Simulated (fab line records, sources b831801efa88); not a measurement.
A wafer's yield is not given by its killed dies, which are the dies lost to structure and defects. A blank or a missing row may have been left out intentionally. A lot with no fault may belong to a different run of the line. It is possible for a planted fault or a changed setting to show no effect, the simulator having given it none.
Which tool is to blame? | flow sky130 | 21 wafers from 7 lots sampled at 2 of the route's 708 steps

== WHAT THE GAUGES SHOWED, per wafer ==
SKY_LDD_N_OVL_MEAS_07.
lot  | measured     | on         | LDD_N_OVL (nm)
L712 | day 17 23:37 | overlay-01 | -0.8 -2.1 0.2
L715 | day 19 22:39 | overlay-01 | -3.1 -1.8 -1.2
L716 | day 20 10:46 | overlay-02 | -0.1 -0.8 -1.6
L719 | day 20 21:33 | overlay-02 | -0.3 -0.4 0.6
L721 | day 22 02:24 | overlay-01 | -1.2 -1.6 0.3
L726 | day 23 04:51 | overlay-01 | -2.1 -0.8 -0.8
L732 | day 25 03:31 | overlay-02 | 71.1 67.1 69.7

== WHICH TOOL RAN EACH LOT (tool, then ch and the chambers of the sampled wafers, then the start) ==
lot  | SKY_LDD_N_EXPOSE_04
L712 | iline_stepper-02 ch 0, day 17 09:25
L715 | iline_stepper-01 ch 0, day 19 07:01
L716 | iline_stepper-01 ch 0, day 19 19:24
L719 | iline_stepper-01 ch 0, day 20 06:37
L721 | iline_stepper-02 ch 0, day 21 11:08
L726 | iline_stepper-02 ch 0, day 22 13:41
L732 | iline_stepper-01 ch 0, day 24 12:16
- SKY_LDD_N_EXPOSE_04: exposes mask NTM, target cd 840 nm.

== THE ANSWER, worked out from the rows above alone ==
Rule: the usual values come from the lots themselves. Put in order of their means at a reading, lots are off if they are a third of the lots or fewer, leave a main group of 4 or more, and stand apart from it by a gap of 3 or more times the standard deviation of the main group's means; of several such gaps the widest counts. A main group is skipped when, at the precision printed for the reading in the tables above, its means are all equal. Also off: a lot with no number at a reading for which 4 or more lots have one. Any other lot the step has rows for is counted as sound.
Off: L732, at SKY_LDD_N_OVL_MEAS_07 (LDD_N_OVL). The main group: mean -1.0 nm, standard deviation 0.59.
A tool fits if, at a process step before that reading, it ran every lot that is off, and no sound lot after the first of them. The gauges at SKY_LDD_N_OVL_MEAS_07 are tried like those tools. Can't be told from this: 2 tools fit, iline_stepper-01 at SKY_LDD_N_EXPOSE_04, overlay-02 at SKY_LDD_N_OVL_MEAS_07.

== WHAT THE SIMULATOR HAD INSERTED ==
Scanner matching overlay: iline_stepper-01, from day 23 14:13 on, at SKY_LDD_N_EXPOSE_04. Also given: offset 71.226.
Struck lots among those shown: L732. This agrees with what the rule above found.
